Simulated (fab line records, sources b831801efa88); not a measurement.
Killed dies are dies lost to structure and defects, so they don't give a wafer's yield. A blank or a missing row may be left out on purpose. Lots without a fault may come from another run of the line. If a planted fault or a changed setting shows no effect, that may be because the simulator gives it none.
Which tool did it?	flow sky130	36 wafers from 12 lots sampled at 4 of the route's 708 steps

WHAT THE GAUGES SHOWED, per wafer
SKY_VIA4_RS_MEAS_19: a four-point-probe measurement.
lot	measured	on	VIA4_W_RS (ohm/sq)
L144	day 42 22:46	film_metro-04	0.1127 0.1124 0.1115 0.1124 0.1122 0.1115
L145	day 43 13:40	film_metro-03	0.1128 0.1133 0.1131 0.1127 0.1129 0.1130
L146	day 43 17:05	film_metro-03	0.1127 0.1142 0.1136 0.1130 0.1142 0.1134
L156	day 46 10:16	film_metro-03	0.2266 0.2229 0.2238
L157	day 46 14:14	film_metro-04	0.2266 0.2255 0.2258
L158	day 46 22:04	film_metro-02	0.2270 0.2273 0.2279
L159	day 47 07:37	film_metro-04	0.2256 0.2261 0.2245
L160	day 47 08:56	film_metro-04	0.2248 0.2270 0.2260
L162	day 47 20:17	film_metro-03	0.2261 0.2257 0.2276
L164	day 48 02:15	film_metro-04	0.2231 0.2261 0.2241
L166	day 48 20:55	film_metro-03	0.2273 0.2261 0.2250
L167	day 49 05:35	film_metro-04	0.2221 0.2239 0.2233

WHAT TOOL EACH LOT RAN ON (gives the tool, then ch and the chambers of the sampled wafers, and finally the start)
lot	SKY_VIA3_CVD_21	SKY_METAL4_ETCH_17	SKY_VIA4_CVD_18
L144	cvd_w-02 ch 0,1, day 39 17:04	rie_diel-04 ch 1,2,3, day 41 20:23	cvd_w-01 ch 0,1, day 42 22:16
L145	cvd_w-01 ch 0,1, day 40 09:37	rie_diel-04 ch 1,3, day 42 11:47	cvd_w-02 ch 0,1, day 43 13:10
L146	cvd_w-01 ch 0,1, day 40 12:55	rie_diel-04 ch 2,3, day 42 15:10	cvd_w-02 ch 0,1, day 43 16:37
L156	cvd_w-02 ch 0,1, day 43 12:58	rie_diel-01 ch 0,1, day 45 11:16	cvd_w-02 ch 0,1, day 46 10:06
L157	cvd_w-02 ch 0, day 43 18:08	rie_diel-02 ch 0,2, day 45 14:48	cvd_w-02 ch 0,1, day 46 14:04
L158	cvd_w-02 ch 0,1, day 44 02:52	rie_diel-01 ch 1,2, day 45 23:02	cvd_w-02 ch 0,1, day 46 21:55
L159	cvd_w-02 ch 0,1, day 44 11:46	rie_diel-01 ch 0,3, day 46 07:55	cvd_w-02 ch 0,1, day 47 07:29
L160	cvd_w-02 ch 0,1, day 44 14:02	rie_diel-01 ch 0,3, day 46 09:57	cvd_w-02 ch 0,1, day 47 08:45
L162	cvd_w-02 ch 0,1, day 45 03:25	rie_diel-02 ch 0,2,3, day 46 22:53	cvd_w-02 ch 0,1, day 47 20:08
L164	cvd_w-02 ch 0,1, day 45 07:50	rie_diel-04 ch 0,1,3, day 47 03:22	cvd_w-01 ch 0,1, day 48 02:05
L166	cvd_w-02 ch 0,1, day 46 05:37	rie_diel-01 ch 1,2, day 48 00:05	cvd_w-02 ch 0,1, day 48 20:46
L167	cvd_w-02 ch 0,1, day 46 15:22	rie_diel-04 ch 1,2, day 48 09:46	cvd_w-01 ch 0, day 49 05:26
- SKY_VIA3_CVD_21: deposits W, target thk 390 nm, time 117.31 s.
- SKY_METAL4_ETCH_17: etches SiO2 in C4F8/O2/Ar, stops on TiN, time 3.9 s, target depth 15 nm.
- SKY_VIA4_CVD_18: deposits W, target thk 505 nm, time 152.14 s.

WHAT THE TOOLS THEMSELVES READ (means of the sampled wafers that have a number; where no wafer has one, the mark that the record gives instead)
SKY_VIA3_CVD_21.
lot	tool	heater_power_w (W)	susceptor_temp_C (C)
L144	cvd_w-02	819	399.93
L145	cvd_w-01	706	400.18
L146	cvd_w-01	699	400.14
L156	cvd_w-02	824	400.07
L157	cvd_w-02	833	400.24
L158	cvd_w-02	829	399.95
L159	cvd_w-02	835	399.85
L160	cvd_w-02	834	400.03
L162	cvd_w-02	817	400.04
L164	cvd_w-02	828	399.73
L166	cvd_w-02	832	400.02
L167	cvd_w-02	823	400.24

SKY_METAL4_ETCH_17.
lot	tool	oes_product_au (a.u.)
L144	rie_diel-04	0.757
L145	rie_diel-04	0.755
L146	rie_diel-04	0.755
L156	rie_diel-01	0.753
L157	rie_diel-02	0.760
L158	rie_diel-01	0.761
L159	rie_diel-01	0.750
L160	rie_diel-01	0.756
L162	rie_diel-02	0.759
L164	rie_diel-04	0.755
L166	rie_diel-01	0.758
L167	rie_diel-04	0.754

SKY_VIA4_CVD_18.
lot	tool	heater_power_w (W)	susceptor_temp_C (C)
L144	cvd_w-01	723	400.11
L145	cvd_w-02	812	399.92
L146	cvd_w-02	829	400.00
L156	cvd_w-02	826	399.98
L157	cvd_w-02	817	400.10
L158	cvd_w-02	819	400.09
L159	cvd_w-02	835	400.03
L160	cvd_w-02	806	399.93
L162	cvd_w-02	835	400.23
L164	cvd_w-01	731	399.89
L166	cvd_w-02	828	399.83
L167	cvd_w-01	693	400.00

THE ANSWER, worked out from the rows above alone
Rule: usual is defined by the lots themselves. The widest of any qualifying gaps counts: lots, ordered by their means at a reading, are off when they make up no more than a third of the lots, leave a main group of 4 or more, and stand apart from it by 3 or more times the standard deviation of that group's means. The tables above print the reading to a certain number of digits; a main group whose means all agree to those digits is not used. A lot without any number at a reading at which 4 lots or more have one is off too. All remaining lots with rows at the step are treated as sound. The gauges are gone through in route order, then the tools' own readings, and for those a lot's mean is taken as printed above. At the first step where some lot is off, the reading lying furthest off is the one used; lots without a number count as furthest.
Off: L144, L145, L146, at SKY_VIA4_RS_MEAS_19 (VIA4_W_RS). The main group: mean 0.2255 ohm/sq, standard deviation 0.0012.
If a tool, at a process step before that reading, ran all the lots that are off and no sound lot after the first of them, it fits. Gauges at SKY_VIA4_RS_MEAS_19: tried the same way as those tools. Of those tried, none fits.

WHAT THE SIMULATOR HAD PUT IN
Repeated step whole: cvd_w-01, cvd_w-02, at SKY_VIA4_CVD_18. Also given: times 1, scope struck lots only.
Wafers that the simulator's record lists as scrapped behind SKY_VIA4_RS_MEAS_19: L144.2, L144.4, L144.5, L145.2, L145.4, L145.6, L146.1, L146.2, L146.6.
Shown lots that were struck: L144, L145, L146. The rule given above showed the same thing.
